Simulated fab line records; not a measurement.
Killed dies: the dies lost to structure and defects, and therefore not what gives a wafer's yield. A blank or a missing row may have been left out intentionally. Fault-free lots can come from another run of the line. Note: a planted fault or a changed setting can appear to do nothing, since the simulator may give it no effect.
Which tool did it? -- flow sky130 -- 14 lots with 42 wafers sampled at 3 steps, on a route of 708 steps

== WHAT THE GAUGES READ, wafer by wafer ==
SKY_VIA2_BOW_MEAS_03.
lot,measured,on,VIA2_BOW (um)
L317,day 35 07:55,filmMetro-03,66 91 89
L318,day 35 15:13,filmMetro-04,91 83 82
L320,day 36 14:36,filmMetro-04,79 79 79
L322,day 36 21:52,filmMetro-04,89 80 85
L324,day 37 21:39,filmMetro-03,93 73 74
L328,day 40 21:37,filmMetro-02,84 89 81
L329,day 40 22:45,filmMetro-03,83 85 80
L330,day 41 01:44,filmMetro-03,85 87 98
L333,day 41 07:29,filmMetro-02,96 94 88
L334,day 41 09:04,filmMetro-02,71 90 90
L335,day 41 14:11,filmMetro-02,83 82 90
L336,day 41 14:41,filmMetro-04,89 90 95
L337,day 42 01:35,filmMetro-02,96 99 79
L338,day 42 06:08,filmMetro-02,95 92 85

SKY_CAPM_OVL_MEAS_12.
lot,measured,on,CAPM_OVL (nm)
L317,day 37 12:22,overlay-02,3.0 2.0 2.6
L318,day 37 19:50,overlay-02,3.2 3.3 2.6
L320,day 38 20:23,overlay-01,1.7 -0.8 0.3
L322,day 39 04:02,overlay-02,2.3 3.9 3.7
L324,day 40 02:03,overlay-02,2.2 3.8 2.2
L328,day 42 22:21,overlay-02,2.4 1.7 2.4
L329,day 42 23:14,overlay-01,3.6 1.5 0.7
L330,day 43 01:27,overlay-02,1.0 0.7 1.3
L333,day 43 08:14,overlay-02,1.3 -0.5 3.1
L334,day 43 08:18,overlay-01,-0.9 0.6 1.5
L335,day 43 13:48,overlay-02,2.8 0.2 2.1
L336,day 43 13:56,overlay-02,4.6 5.8 6.2
L337,day 44 00:24,overlay-02,0.5 1.5 1.9
L338,day 44 04:37,overlay-01,1.9 0.9 0.4

== TOOL THAT RAN EACH LOT (tool first, then ch and the chambers of the sampled wafers, then the start) ==
lot,SKY_METAL3_SPUTTER_03
L317,"pvdSputter-02, day 36 11:01"
L318,"pvdSputter-01, day 36 18:37"
L320,"pvdSputter-02, day 37 17:50"
L322,"pvdSputter-01, day 38 02:07"
L324,"pvdSputter-04, day 39 00:57"
L328,"pvdSputter-02, day 41 23:34"
L329,"pvdSputter-04, day 42 00:13"
L330,"pvdSputter-02, day 42 02:48"
L333,"pvdSputter-02, day 42 09:47"
L334,"pvdSputter-01, day 42 10:06"
L335,"pvdSputter-01, day 42 15:04"
L336,"pvdSputter-01, day 42 15:19"
L337,"pvdSputter-01, day 43 02:20"
L338,"pvdSputter-04, day 43 06:36"
- SKY_METAL3_SPUTTER_03: material Ti, target thk 5 nm, time 3.3 s.

== AS READ BY THE TOOLS THEMSELVES (means over the sampled wafers that have a number; for cases with no such wafer, the mark the record gives instead) ==
SKY_METAL3_SPUTTER_03.
lot,tool,throttleValvePct (%)
L317,pvdSputter-02,30.3
L318,pvdSputter-01,29.4
L320,pvdSputter-02,30.0
L322,pvdSputter-01,27.8
L324,pvdSputter-04,29.9
L328,pvdSputter-02,30.3
L329,pvdSputter-04,29.5
L330,pvdSputter-02,30.7
L333,pvdSputter-02,29.4
L334,pvdSputter-01,28.4
L335,pvdSputter-01,29.1
L336,pvdSputter-01,28.3
L337,pvdSputter-01,29.5
L338,pvdSputter-04,30.7

== THE ANSWER, worked out from the rows above alone ==
Rule: usual is defined by the lots themselves. Put in order of their means at a reading, lots are off if they are a third of the lots or fewer, leave a main group of 4 or more, and stand apart from it by a gap of 3 or more times the standard deviation of the main group's means; of several such gaps the widest counts. The tables above print the reading to a certain number of digits; a main group whose means all agree to those digits is not used. A lot without any number at a reading at which 4 lots or more have one is off too. Where the step has rows for the other lots, those lots are counted as sound. First the gauges in route order, then the tools' own readings, where a lot's mean is used as printed above. The first step at which some lot is off is used, and at that step the reading that is off furthest; a lot without a number counts as furthest.
No lot is off on any of the readings shown, so nothing can be concluded from this.

== WHAT THE SIMULATOR HAD PUT IN ==
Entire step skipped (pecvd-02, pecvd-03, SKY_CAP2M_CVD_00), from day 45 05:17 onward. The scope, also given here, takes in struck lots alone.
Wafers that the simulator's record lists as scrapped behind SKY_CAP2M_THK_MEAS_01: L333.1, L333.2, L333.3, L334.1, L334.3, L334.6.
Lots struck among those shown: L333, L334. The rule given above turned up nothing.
